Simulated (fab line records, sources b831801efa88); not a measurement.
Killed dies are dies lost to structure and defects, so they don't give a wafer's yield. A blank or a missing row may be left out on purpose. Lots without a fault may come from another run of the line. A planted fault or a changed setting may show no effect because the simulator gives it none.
fab line records | flow sky130
record lots=6 wafers=18 last_day=50
route steps=708 shown FIELD_ISO@19 NWELL@32 DNWELL@35 PWDE@45 SALICIDE@361 PAD_OPEN@708
lots that met no fault: from a run of the same line without faults
start_h: hours from the record's first day to the start of the lot's first wafer shown | wait_h: hours since the lot's step before | " the same as in the row above | L1.1+2: a row that stands for several wafers | - no value, or no start given | * or withheld: withheld | < > ~ a bound
route shown NAME@n: a module of which the file shows steps, and the number in the route of the first | usual: mean/standard deviation of fault-free wafers | same: alike in all rows | chamber/n: place in a boat | sites: the reading at each site | _std_site: their standard deviation | _edge_site: outer sites' mean less inner sites' | radius_mm: how far each site lies from the wafer's centre | mask NAME#n: copy n | behind: the tool/chamber that last shaped the wafer | hold: why the lot was held/for how many hours/how that ended | device: the transistor (n, p or np) that didn't switch | end of line: the same wafers' tests at the end of the route | a step without rows: its recipe alone | killed: dies lost to structure and defects at the first sort, not the wafer's yield | map: a wafer's dies, x killed, . not, _ none there
set.NAME: the setting as run; set.NAME@STEP: as run at that earlier step | model.NAME: the simulator's own value behind a step, which no gauge read
lots at some steps of the route; a table a step, a row a wafer
services: from which hour (start_h, from the record's first day; less than 0 if before it) a tool's chamber was out of use, for how many hours, and why
## steps
# step SKY_FIELD_ISO_WET_ETCH_18
# recipe chemistry=H3PO4 target_depth_nm=25 temp_c=160 target=Si3N4 time_s=286
# step SKY_FIELD_ISO_CLEAN_19
# recipe chemistry=SC1/SC2 mix=1:4:20 temp_c=70 time_s=150
# step SKY_FIELD_ISO_CLEAN_20
# recipe chemistry=dHF time_s=20 dilution=100:1
# step SKY_FIELD_ISO_WET_ETCH_21
# recipe chemistry=dHF dilution=100:1 target_depth_nm=20 dry=ipa_marangoni target=SiO2 temp_c=25 time_s=400
# step SKY_FIELD_ISO_OXIDATION_22
# recipe temp_c=950 ambient=O2 stabilise_s=600 purge_s=300 target_thk_a=100 ox_time_s=623
# step SKY_FIELD_ISO_THK_MEAS_23
# recipe reads=SiO2_of_FIELD_ISO_OXIDATION_22
# usual FIELD_ISO_OXIDATION_01_THK=9.93/0.17
# columns lot.wafer tool chamber start_h wait_h FIELD_ISO_OXIDATION_01_THK[nm]
L802.1 film_metro-01 - 67.61 0.0 9.90
L802.5 " - " " 9.93
L802.6 " - " " 9.86
L805.2 film_metro-02 - 83.51 0.0 9.68
L805.3 " - " " 10.07
L805.5 " - " " 9.65
L807.2 film_metro-01 - 92.87 0.0 9.89
L807.3 " - " " 9.91
L807.5 " - " " 9.55
L811.1 film_metro-04 - 113.78 0.0 9.66
L811.3 " - " " 9.55
L811.5 " - " " 9.42
L814.1 film_metro-04 - 133.07 0.0 9.94
L814.2 " - " " 10.04
L814.3 " - " " 10.20
L817.1 film_metro-02 - 145.55 0.0 10.01
L817.3 " - " " 10.05
L817.5 " - " " 10.14
# step SKY_FIELD_ISO_CVD_24
# recipe material=SiO2 target_thk_nm=595 temp_c=650 sigma_open_frac=0.3 time_s=99.2 sih4_flow_sccm=60 pressure_mtorr=6
# step SKY_FIELD_ISO_THK_MEAS_25
# recipe reads=SiO2_of_FIELD_ISO_CVD_24
# usual FIELD_ISO_CVD_24_THK=593/9
# columns lot.wafer tool chamber start_h wait_h FIELD_ISO_CVD_24_THK[nm]
L802.1 film_metro-02 - 68.32 0.0 608
L802.5 " - " " 612
L802.6 " - " " 604
L805.2 film_metro-04 - 83.64 0.0 604
L805.3 " - " " 588
L805.5 " - " " 582
L807.2 film_metro-02 - 93.00 0.0 577
L807.3 " - " " 595
L807.5 " - " " 579
L811.1 film_metro-02 - 113.91 0.0 594
L811.3 " - " " 591
L811.5 " - " " 592
L814.1 film_metro-01 - 133.20 0.0 586
L814.2 " - " " 590
L814.3 " - " " 606
L817.1 film_metro-01 - 145.68 0.0 584
L817.3 " - " " 582
L817.5 " - " " 584
# step SKY_FIELD_ISO_ANNEAL_26
# recipe temp_c=1000 time_s=1800 ambient=N2
# step SKY_FIELD_ISO_CMP_27
# recipe stop_on=Si3N4 t_overpolish_s=16 down_force_psi=4 platen_rpm=60 target_thk_nm=457.8 pad_velocity_m_s=0.94248
# usual motor_current_A=12.6/1.2 overpolish_run_s=16.001/0.0089 retaining_ring_pressure_frac=1.000/0.0053 time_to_endpoint_s=115/4.8
# columns lot.wafer tool chamber start_h wait_h motor_current_A overpolish_run_s retaining_ring_pressure_frac time_to_endpoint_s
L802.1 cmp-02 3 70.39 0.1 12.8 15.996 1.002 118
L802.6 " 0 " " 10.5 15.986 1.008 111
L802.5 " 1 " " 13.9 15.994 1.001 110
L805.3 cmp-02 2 85.24 0.1 13.2 15.996 1.005 108
L805.2 " 3 " " 13.7 16.005 1.009 114
L805.5 " 2 " " 12.9 16.000 1.000 109
L807.3 cmp-02 0 95.85 0.1 10.8 16.009 1.007 115
L807.2 " 2 " " 13.8 15.994 1.004 113
L807.5 " 0 " " 11.2 15.987 1.004 113
L811.3 cmp-01 3 116.69 0.1 12.0 15.996 0.995 122
L811.1 " 0 " " 12.0 16.002 1.008 115
L811.5 " 2 " " 11.3 16.005 0.998 120
L814.1 cmp-01 1 134.81 0.1 11.1 16.007 1.000 111
L814.3 " 2 " " 11.8 16.003 1.000 116
L814.2 " 3 " " 12.1 16.007 0.994 121
L817.3 cmp-01 3 147.24 0.0 11.9 15.998 1.004 120
L817.1 " 0 " " 13.3 16.006 1.002 113
L817.5 " 0 " " 13.7 16.000 1.004 113
# step SKY_FIELD_ISO_WET_ETCH_28
# recipe chemistry=dHF target_depth_nm=23.7 target=SiO2 dilution=10:1 temp_c=25 time_s=46.19
# step SKY_FIELD_ISO_WET_ETCH_29
# recipe chemistry=H3PO4 target_depth_nm=160 target=Si3N4 temp_c=160 time_s=1825
# step SKY_FIELD_ISO_WET_ETCH_30
# recipe chemistry=dHF target_depth_nm=25 target=SiO2 dilution=10:1 temp_c=25 time_s=50
# usual run_length_s=78/3.1
# columns lot.wafer tool chamber start_h wait_h run_length_s model.SiO2_of_FIELD_ISO_CVD_24.thk_nm
L802.1 wet_bench-02 0 71.08 0.0 84 406.4
L802.5 " 0 " " 84 404.9
L802.6 " 0 " " 84 405.8
L805.2 wet_bench-03 1 86.03 0.0 76 404.6
L805.3 " 1 " " 76 405.6
L805.5 " 1 " " 76 405.5
L807.2 wet_bench-03 3 96.69 0.0 113 385.4
L807.3 " 3 " " 113 386.9
L807.5 " 3 " " 113 387
L811.1 wet_bench-03 1 117.43 0.0 121 385
L811.3 " 1 " " 121 387
L811.5 " 1 " " 121 384.9
L814.1 wet_bench-01 2 135.65 0.0 76 405.8
L814.2 " 2 " " 76 406.7
L814.3 " 2 " " 76 405.5
L817.1 wet_bench-01 2 148.12 0.0 77 407.6
L817.3 " 2 " " 77 408.4
L817.5 " 2 " " 77 406.8
# step SKY_NWELL_CLEAN_00
# recipe chemistry=SC1/SC2 mix=1:4:20 temp_c=70 time_s=150 dry=n2_spin
# step SKY_NWELL_OXIDATION_01
# recipe temp_c=900 ambient=O2 stabilise_s=600 purge_s=300 target_thk_a=100 ox_time_s=1418
# step SKY_NWELL_THK_MEAS_02
# recipe reads=SiO2_of_NWELL_OXIDATION_01
# usual NWELL_OXIDATION_THK=9.92/0.15
# columns lot.wafer tool chamber start_h wait_h NWELL_OXIDATION_THK[nm]
L802.1 film_metro-02 - 72.88 0.0 9.69
L802.5 " - " " 9.64
L802.6 " - " " 9.73
L805.2 film_metro-02 - 89.50 0.0 10.28
L805.3 " - " " 10.14
L805.5 " - " " 10.11
L807.2 film_metro-03 - 100.01 0.0 9.74
L807.3 " - " " 9.77
L807.5 " - " " 9.77
L811.1 film_metro-03 - 119.16 0.0 9.76
L811.3 " - " " 9.71
L811.5 " - " " 9.77
L814.1 film_metro-03 - 137.16 0.0 10.05
L814.2 " - " " 10.02
L814.3 " - " " 10.02
L817.1 film_metro-03 - 150.06 0.0 10.08
L817.3 " - " " 10.10
L817.5 " - " " 10.25
# step SKY_DNWELL_DEHYDRATE_00
# recipe temp_c=200 time_s=60
# step SKY_DNWELL_HMDS_01
# recipe prime_time_s=60 prime_temp_c=120
# step SKY_DNWELL_COAT_02
# recipe spin_rpm=2000 resist_thk_nm=3000
# step SKY_DNWELL_SOFTBAKE_03
# recipe temp_c=110 time_s=withheld
# step SKY_DNWELL_EXPOSE_04
# recipe mask_id=DNM na=0.57 target_cd_nm=3000 dose_mj=222
# step SKY_DNWELL_PEB_05
# recipe temp_c=115 time_s=withheld
# step SKY_DNWELL_DEVELOP_06
# recipe wall_angle_deg=90 developer=TMAH develop_time_s=60 dev_temp_c=23
# step SKY_DNWELL_IMPLANT_07
# recipe species=P energy_kev=withheld dose_cm2=withheld tilt_deg=withheld
# step SKY_DNWELL_STRIP_08
# recipe chemistry=O2/N2 power_w=1400 pressure_mtorr=1500 platen_temp_c=withheld o2_flow_sccm=3000 n2_flow_sccm=300 overash_fraction=0.5
# usual chamber_pressure_mTorr=1500.2/1.2 drypump_motor_current_A=5.6/0.33 oes_product_au=0.722/0.0045 strip_time_to_endpoint_s=36.89/0.08
# columns lot.wafer tool chamber start_h wait_h chamber_pressure_mTorr drypump_motor_current_A oes_product_au rf_hours_counter_h strip_time_to_endpoint_s
L802.1 plasma_asher-03 0 90.23 0.1 1501.4 5.7 0.714 40 36.96
L802.5 " 0 " " 1499.5 5.7 0.719 - 37.02
L802.6 " 1 " " 1501.1 6.1 0.722 - 36.93
L805.2 plasma_asher-04 0 107.39 0.1 1499.5 5.1 0.716 29 36.98
L805.3 " 0 " " 1499.9 5.1 0.723 - 36.92
L805.5 " 1 " " 1497.3 5.6 0.724 - 36.91
L807.2 plasma_asher-01 1 117.89 0.1 1502.3 5.2 0.720 43 36.90
L807.3 " 1 " " 1499.3 5.2 0.720 - 36.93
L807.5 " 1 " " 1498.0 5.2 0.721 - 36.90
L811.1 plasma_asher-03 0 138.79 0.1 1500.5 5.7 0.721 2 36.90
L811.3 " 0 " " 1499.4 5.7 0.712 - 36.87
L811.5 " 0 " " 1501.8 5.7 0.719 - 36.88
L814.1 plasma_asher-03 1 156.88 0.1 1501.3 6.1 0.722 4 36.87
L814.2 " 0 " " 1499.5 5.7 0.726 4 36.93
L814.3 " 1 " " 1501.0 6.1 0.723 - 36.78
L817.1 plasma_asher-03 0 171.59 0.1 1500.3 5.6 0.721 5 36.95
L817.3 " 1 " " 1498.5 6.1 0.738 - 36.84
L817.5 " 0 " " 1499.5 5.7 0.723 - 36.94
# step SKY_DNWELL_TW_MEAS_09
# usual DNWELL_TW=1112/8.7
# columns lot.wafer tool chamber start_h wait_h DNWELL_TW
L802.1 film_metro-01 - 90.33 0.1 1119
L802.5 " - " " 1119
L802.6 " - " " 1114
L805.2 film_metro-03 - 107.50 0.1 1106
L805.3 " - " " 1108
L805.5 " - " " 1107
L807.2 film_metro-01 - 118.00 0.1 1122
L807.3 " - " " 1117
L807.5 " - " " 1120
L811.1 film_metro-01 - 138.89 0.1 1106
L811.3 " - " " 1101
L811.5 " - " " 1104
L814.1 film_metro-02 - 156.98 0.1 1120
L814.2 " - " " 1125
L814.3 " - " " 1117
L817.1 film_metro-02 - 171.69 0.1 1116
L817.3 " - " " 1122
L817.5 " - " " 1128
# step SKY_PWDE_DEHYDRATE_00
# recipe temp_c=200 time_s=60
# step SKY_PWDE_HMDS_01
# recipe prime_time_s=60 prime_temp_c=120
# step SKY_PWDE_COAT_02
# recipe spin_rpm=2000 resist_thk_nm=3000
# step SKY_PWDE_SOFTBAKE_03
# recipe temp_c=110 time_s=withheld
# step SKY_PWDE_EXPOSE_04
# recipe mask_id=PWDEM na=0.6 source_shape=conventional sigma_outer=0.6 polarization=unpolarized target_cd_nm=840 dose_mj=214
# step SKY_PWDE_PEB_05
# recipe temp_c=115 time_s=withheld
# step SKY_PWDE_DEVELOP_06
# recipe wall_angle_deg=90 developer=TMAH develop_time_s=60 dev_temp_c=23
# step SKY_PWDE_OVL_MEAS_07
# usual PWDE_OVL=0.6/1.4
# columns lot.wafer tool chamber start_h wait_h PWDE_OVL[nm]
L802.1 overlay-02 - 108.42 - 1.8
L802.5 " - " " 1.2
L802.6 " - " " 0.2
L805.2 overlay-01 - 125.69 - 1.9
L805.3 " - " " 3.5
L805.5 " - " " 2.4
L807.2 overlay-02 - 137.04 - 0.9
L807.3 " - " " 1.0
L807.5 " - " " -0.2
L811.1 overlay-01 - 159.24 - -0.7
L811.3 " - " " 1.3
L811.5 " - " " -0.5
L814.1 overlay-02 - 178.29 - 2.2
L814.2 " - " " 1.4
L814.3 " - " " 2.4
L817.1 overlay-01 - 190.99 - 0.3
L817.3 " - " " 0.3
L817.5 " - " " 0.1
# step SKY_PWDE_IMPLANT_08
# recipe species=B energy_kev=150 dose_cm2=3.534e+12 tilt_deg=withheld
# step SKY_PWDE_STRIP_09
# recipe chemistry=O2/N2 power_w=1400 pressure_mtorr=1500 platen_temp_c=withheld o2_flow_sccm=3000 n2_flow_sccm=300 overash_fraction=0.5
# usual chamber_pressure_mTorr=1500.0/1.3 drypump_motor_current_A=5.6/0.33 oes_product_au=0.723/0.0041 strip_time_to_endpoint_s=36.91/0.087
# columns lot.wafer tool chamber start_h wait_h chamber_pressure_mTorr drypump_motor_current_A oes_product_au rf_hours_counter_h strip_time_to_endpoint_s
L802.1 plasma_asher-01 0 108.60 0.1 1502.0 5.6 0.726 42 36.88
L802.5 " 0 " " 1498.6 5.6 0.732 - 36.91
L802.6 " 1 " " 1500.4 5.2 0.719 - 36.87
L805.2 plasma_asher-01 0 125.87 0.1 1501.7 5.5 0.719 44 36.97
L805.3 " 0 " " 1499.8 5.6 0.720 - 36.89
L805.5 " 1 " " 1501.5 5.2 0.717 - 36.87
L807.2 plasma_asher-03 1 137.22 0.1 1499.3 6.1 0.717 2 36.89
L807.3 " 0 " " 1497.5 5.7 0.725 - 36.93
L807.5 " 0 " " 1496.6 5.7 0.725 - 36.91
L811.1 plasma_asher-03 1 159.42 0.1 1500.7 6.0 0.720 4 36.93
L811.3 " 1 " " 1498.8 6.0 0.721 - 36.96
L811.5 " 0 " " 1501.9 5.7 0.723 - 36.80
L814.1 plasma_asher-02 0 178.47 0.1 1500.3 5.1 0.729 49 36.85
L814.2 " 1 " " 1500.3 5.9 0.722 49 36.76
L814.3 " 0 " " 1501.2 5.1 0.725 - 36.86
L817.1 plasma_asher-01 1 191.17 0.1 1499.9 5.2 0.722 48 36.82
L817.3 " 0 " " 1502.1 5.6 0.725 - 36.77
L817.5 " 1 " " 1502.3 5.2 0.728 - 36.87
# step SKY_PWDE_TW_MEAS_10
# usual PWDE_TW=370.2/2.6
# columns lot.wafer tool chamber start_h wait_h PWDE_TW
L802.1 film_metro-01 - 108.70 0.1 370.3
L802.5 " - " " 368.1
L802.6 " - " " 368.2
L805.2 film_metro-02 - 125.98 0.1 372.9
L805.3 " - " " 373.0
L805.5 " - " " 373.6
L807.2 film_metro-01 - 137.33 0.1 372.0
L807.3 " - " " 371.8
L807.5 " - " " 371.5
L811.1 film_metro-01 - 159.52 0.1 372.6
L811.3 " - " " 372.6
L811.5 " - " " 373.1
L814.1 film_metro-02 - 178.57 0.1 373.2
L814.2 " - " " 374.1
L814.3 " - " " 372.0
L817.1 film_metro-02 - 191.27 0.1 373.5
L817.3 " - " " 374.0
L817.5 " - " " 374.9
# step SKY_NWELL_DEHYDRATE_03
# recipe temp_c=200 time_s=60
# step SKY_NWELL_HMDS_04
# recipe prime_time_s=60 prime_temp_c=120
# step SKY_NWELL_COAT_05
# recipe spin_rpm=2000 resist_thk_nm=3000
# step SKY_NWELL_SOFTBAKE_06
# recipe temp_c=110 time_s=withheld
# step SKY_NWELL_EXPOSE_07
# recipe mask_id=NWM na=0.6 source_shape=conventional sigma_outer=0.6 polarization=unpolarized target_cd_nm=840 dose_mj=255
# step SKY_SALICIDE_CLEAN_00
# recipe chemistry=HF-last time_s=30 dilution=100:1 dry=ipa_marangoni
# same time_s=30
# columns lot.wafer tool chamber start_h wait_h model.SiO2_of_FIELD_ISO_CVD_24.thk_nm
L802.1 wet_bench-03 3 704.84 0.1 359.9
L802.5 " 3 " " 358.4
L802.6 " 3 " " 359.1
L805.2 wet_bench-04 2 738.24 0.1 358.7
L805.3+5 " 2 " " 359.7
L807.2 wet_bench-02 2 751.32 0.1 338.8
L807.3 " 2 " " 340.4
L807.5 " 2 " " 340.6
L811.1+5 wet_bench-02 0 781.37 0.1 338.8
L811.3 " 0 " " 340.8
L814.1 wet_bench-03 0 802.02 0.1 359.7
L814.2 " 0 " " 360.6
L814.3 " 0 " " 359.3
L817.1 wet_bench-04 1 826.19 0.1 361.4
L817.3 " 1 " " 362.3
L817.5 " 1 " " 360.7
# step SKY_PAD_OPEN_PROBE_99
# usual killed_at_M0_to_M3=44/7.3 killed_at_M4_up=3.3/1.8 killed_at_contacts=24/5.3 killed_at_front_end=16/5 killed_at_other=0.2/0.51 killed_dies=87/10 killed_open=47/7.5 killed_short=40/6.3
# same gross_dies=492 killed_at_back_side=0
# columns lot.wafer tool chamber start_h wait_h killed_at_M0_to_M3 killed_at_M4_up killed_at_contacts killed_at_front_end killed_at_other killed_dies killed_open killed_short model.etest.res_p_drift_20v.line_ohm_um model.etest.res_p_drift_20v.rs_ohm_sq model.etest.pfet_16v.r_on_ohm_um model.etest.res_iso_pwell.rs_ohm_sq model.etest.res_iso_pwell.line_ohm_um model.etest.cap_li_to_poly.c_af_um2 model.etest.cap_poly_to_well.c_af_um2 model.etest.field_p.vt_v
L802.1 prober-02 - 1120.40 0.1 28 2 24 20 1 75 39 36 1.033e+04 8489 1.514e+04 3096 1172 103 93.84 -42.6
L802.5 prober-02 - 1120.60 0.2 31 1 28 25 1 86 45 41 1.013e+04 8501 1.515e+04 3108 1166 98.23 92.07 -42.62
L802.6 prober-02 - 1120.65 0.2 34 5 28 29 0 96 57 39 1.036e+04 8537 1.506e+04 3154 1186 99.99 94.27 -42.71
L805.2 prober-02 - 1144.55 0.1 36 5 24 17 0 82 38 44 1.087e+04 9179 1.513e+04 2839 1073 96.94 92.48 -41.48
L805.3 prober-02 - 1144.60 0.2 38 2 15 13 0 68 37 31 1.147e+04 9700 1.54e+04 3026 1141 97.59 89.84 -42.81
L805.5 prober-02 - 1144.70 0.2 43 3 21 11 1 79 43 36 1.143e+04 9657 1.548e+04 3016 1129 99.92 92.19 -43.12
L807.2 prober-02 - 1155.45 0.1 47 2 20 15 2 86 50 36 1.042e+04 8568 1.452e+04 2943 1132 96.58 97.46 -34.44
L807.3 prober-02 - 1155.50 0.2 51 3 18 16 0 88 51 37 1.006e+04 8454 1.437e+04 2858 1088 94.47 99.5 -33.7
L807.5 prober-02 - 1155.60 0.2 40 3 21 19 0 83 48 35 1.024e+04 8565 1.462e+04 2920 1105 95.31 97.89 -34.42
L811.1 prober-02 - 1176.25 0.1 52 4 23 6 1 86 45 41 1.093e+04 9173 1.496e+04 2458 934.8 91.72 97.8 -36.13
L811.3 prober-02 - 1176.35 0.2 42 4 38 8 0 92 54 38 1.1e+04 9242 1.493e+04 2484 933.8 92.2 95.84 -36.47
L811.5 prober-02 - 1176.45 0.2 39 4 28 9 0 80 50 30 1.123e+04 9385 1.493e+04 2504 949.7 96.86 95.82 -37.02
L814.1 prober-01 - 1189.78 0.1 44 4 35 12 0 95 51 44 1.099e+04 9176 1.552e+04 3360 1271 98.22 89.11 -42.05
L814.2 prober-01 - 1189.83 0.1 51 6 29 24 0 110 62 48 1.142e+04 9418 1.576e+04 3474 1317 102.4 86.07 -42.91
L814.3 prober-01 - 1189.88 0.2 40 5 24 19 0 88 33 55 1.132e+04 9420 1.568e+04 3417 1299 100.6 88.8 -42.51
L817.1 prober-02 - 1200.56 0.1 57 4 24 22 0 107 56 51 1.149e+04 9304 1.554e+04 3056 1152 105.5 90.33 -42.6
L817.3 prober-02 - 1200.66 0.2 56 3 20 15 0 94 46 48 1.043e+04 8648 1.514e+04 2729 1016 102.6 95.52 -39.47
L817.5 prober-02 - 1200.76 0.2 66 4 28 20 0 118 62 56 1.104e+04 9046 1.557e+04 2931 1071 99.82 90.99 -41.54
# killed by level:class
L802.1 CONTACT:geometric_particle:open=9 FIELD_ISO:geometric_particle:short=8 VIA1:geometric_particle:open=8 LI_CONTACT:geometric_particle:open=6 VIA1:geometric_particle:short=5 FIELD_ISO:geometric_particle:open=4 LOCAL_INTERCONNECT:geometric_particle:short=4 VIA2:geometric_particle:open=4
L802.5 CONTACT:geometric_particle:open=10 FIELD_ISO:geometric_particle:short=7 LOCAL_INTERCONNECT:geometric_particle:short=7 VIA2:geometric_particle:open=7 VIA1:geometric_particle:open=6 FIELD_ISO:geometric_particle:open=5 METAL2:geometric_particle:short=5 VIA3:geometric_particle:open=5
L802.6 CONTACT:geometric_particle:open=15 VIA1:geometric_particle:open=11 FIELD_ISO:geometric_particle:open=9 FIELD_ISO:geometric_particle:short=8 POLY_GATE:geometric_particle:short=5 VIA3:geometric_particle:open=5 LI_CONTACT:geometric_particle:open=4 VIA1:geometric_particle:short=4
L805.2 CONTACT:geometric_particle:open=10 VIA1:geometric_particle:short=7 VIA3:geometric_particle:open=7 POLY_GATE:geometric_particle:short=6 POLY_GATE:geometric_particle:open=6 METAL1:geometric_particle:short=6 LI_CONTACT:geometric_particle:open=5 CONTACT:geometric_particle:short=4
L805.3 VIA1:geometric_particle:open=8 VIA1:geometric_particle:short=6 FIELD_ISO:geometric_particle:short=5 FIELD_ISO:geometric_particle:open=5 CONTACT:geometric_particle:open=5 LI_CONTACT:geometric_particle:open=4 CONTACT:geometric_particle:short=4 VIA2:geometric_particle:short=4
L805.5 VIA1:geometric_particle:open=11 CONTACT:geometric_particle:short=7 LI_CONTACT:geometric_particle:open=6 VIA2:geometric_particle:open=6 VIA3:geometric_particle:open=6 POLY_GATE:geometric_particle:short=5 CONTACT:geometric_particle:open=5 METAL1:geometric_particle:short=4
L807.2 VIA3:geometric_particle:open=10 VIA1:geometric_particle:open=9 LI_CONTACT:geometric_particle:open=7 CONTACT:geometric_particle:open=7 FIELD_ISO:geometric_particle:short=5 VIA1:geometric_particle:short=5 METAL2:geometric_particle:short=5 VIA3:geometric_particle:short=4
L807.3 VIA1:geometric_particle:open=13 FIELD_ISO:geometric_particle:open=7 METAL2:geometric_particle:short=7 VIA2:geometric_particle:open=6 VIA3:geometric_particle:open=6 METAL1:geometric_particle:short=6 CONTACT:geometric_particle:open=5 LI_CONTACT:geometric_particle:open=4
L807.5 VIA1:geometric_particle:open=16 POLY_GATE:geometric_particle:short=7 CONTACT:geometric_particle:open=7 LI_CONTACT:geometric_particle:open=6 LOCAL_INTERCONNECT:geometric_particle:short=6 VIA2:geometric_particle:open=5 VIA3:geometric_particle:open=5 FIELD_ISO:geometric_particle:short=4
L811.1 VIA3:geometric_particle:open=10 VIA2:geometric_particle:open=10 METAL1:geometric_particle:short=9 CONTACT:geometric_particle:open=9 METAL3:geometric_particle:short=6 LI_CONTACT:geometric_particle:open=5 CONTACT:geometric_particle:short=5 VIA1:geometric_particle:open=5
L811.3 CONTACT:geometric_particle:open=15 VIA1:geometric_particle:open=11 LI_CONTACT:geometric_particle:open=9 VIA2:geometric_particle:open=6 METAL3:geometric_particle:short=5 LOCAL_INTERCONNECT:geometric_particle:short=5 METAL2:geometric_particle:short=5 CONTACT:geometric_particle:short=4
L811.5 VIA1:geometric_particle:open=12 LI_CONTACT:geometric_particle:open=11 CONTACT:geometric_particle:open=6 VIA2:geometric_particle:open=6 VIA3:geometric_particle:open=5 LOCAL_INTERCONNECT:geometric_particle:short=4 VIA1:geometric_particle:short=4 VIA3:geometric_particle:short=4
L814.1 CONTACT:geometric_particle:open=13 LI_CONTACT:geometric_particle:open=11 VIA1:geometric_particle:open=9 METAL1:geometric_particle:short=8 VIA2:geometric_particle:open=8 METAL2:geometric_particle:short=5 FIELD_ISO:geometric_particle:short=4 CONTACT:geometric_particle:short=4
L814.2 VIA2:geometric_particle:open=14 VIA1:geometric_particle:open=11 FIELD_ISO:geometric_particle:short=10 CONTACT:geometric_particle:open=9 LI_CONTACT:geometric_particle:open=9 LOCAL_INTERCONNECT:geometric_particle:short=8 VIA3:geometric_particle:open=7 METAL2:geometric_particle:short=6
L814.3 METAL1:geometric_particle:short=9 CONTACT:geometric_particle:short=7 POLY_GATE:geometric_particle:short=6 LI_CONTACT:geometric_particle:open=6 METAL2:geometric_particle:short=6 FIELD_ISO:geometric_particle:open=5 FIELD_ISO:geometric_particle:short=5 VIA3:geometric_particle:open=5
L817.1 VIA1:geometric_particle:open=10 VIA2:geometric_particle:open=9 CONTACT:geometric_particle:open=8 VIA1:geometric_particle:short=7 METAL2:geometric_particle:short=7 VIA3:geometric_particle:open=7 FIELD_ISO:geometric_particle:short=6 LI_CONTACT:geometric_particle:open=6
L817.3 VIA1:geometric_particle:open=10 FIELD_ISO:geometric_particle:short=9 VIA1:geometric_particle:short=9 VIA3:geometric_particle:open=9 VIA2:geometric_particle:open=8 CONTACT:geometric_particle:open=7 VIA2:geometric_particle:short=7 METAL2:geometric_particle:short=5
L817.5 VIA1:geometric_particle:open=15 METAL2:geometric_particle:short=13 METAL1:geometric_particle:short=9 VIA2:geometric_particle:open=9 LI_CONTACT:geometric_particle:open=7 CONTACT:geometric_particle:open=7 CONTACT:geometric_particle:short=7 VIA3:geometric_particle:open=6
## services
# columns tool chamber start_h hours kind
cmp-02 - 64.00 4.0 pm
cmp-01 - 68.31 44.7 repair
plasma_asher-03 - 104.93 4.3 pm
wet_bench-03 - 106.45 4.4 pm
plasma_asher-03 - 109.26 9.0 pm
cmp-02 - 111.15 1.4 repair
cmp-02 - 113.18 3.6 pm
cmp-01 - 119.19 5.1 pm
cmp-01 - 125.55 1.1 repair
plasma_asher-01 - 145.38 26.5 repair
plasma_asher-03 - 161.29 8.1 repair
cmp-02 - 187.20 3.0 repair
cmp-02 - 206.88 0.8 repair
plasma_asher-01 - 252.02 6.7 repair
plasma_asher-01 - 262.16 1.1 repair
plasma_asher-03 - 389.07 4.5 repair
wet_bench-03 - 397.94 1.7 repair
plasma_asher-01 - 421.25 9.0 pm
plasma_asher-03 - 501.96 0.7 repair
plasma_asher-01 - 559.42 6.5 repair
wet_bench-03 - 616.36 0.7 repair
plasma_asher-01 - 650.34 3.3 repair
plasma_asher-03 - 767.61 3.6 repair
wet_bench-03 - 774.95 1.4 repair
## key
first_sign step=SKY_FIELD_ISO_WET_ETCH_30 reading=run_length_s direction=up sigmas=12 usual=* struck=*
effect none on later readings
model_effect step=SKY_FIELD_ISO_WET_ETCH_30 value=SiO2_of_FIELD_ISO_CVD_24.thk_nm without=406.1 struck=386
model_effect step=SKY_SALICIDE_CLEAN_00 value=SiO2_of_FIELD_ISO_CVD_24.thk_nm without=359.8 struck=339.7
model_effect step=SKY_PAD_OPEN_PROBE_99 value=etest.res_p_drift_20v.line_ohm_um without=1.204e+04 struck=1.065e+04
met_at SKY_FIELD_ISO_WET_ETCH_30
struck_wafers L807.2,L807.3,L807.5,L811.1,L811.3,L811.5
tester_left_out L807,L811
onset_between 86.03 96.69
fault kind=process_parameter_drift tool=wet_bench-03 chamber=- onset_h=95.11 steps=SKY_FIELD_ISO_WET_ETCH_30 channel=time_s offset=* shape=step end_h=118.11 acts_in=* stated=*
# tester_left_out: of these lots the tester's yield and bins aren't shown, on N5 and GAA mostly nor the transistor test; their killed dies are dies lost to structure and defects alone, not to doping, threshold or leakage, so they don't give the yield
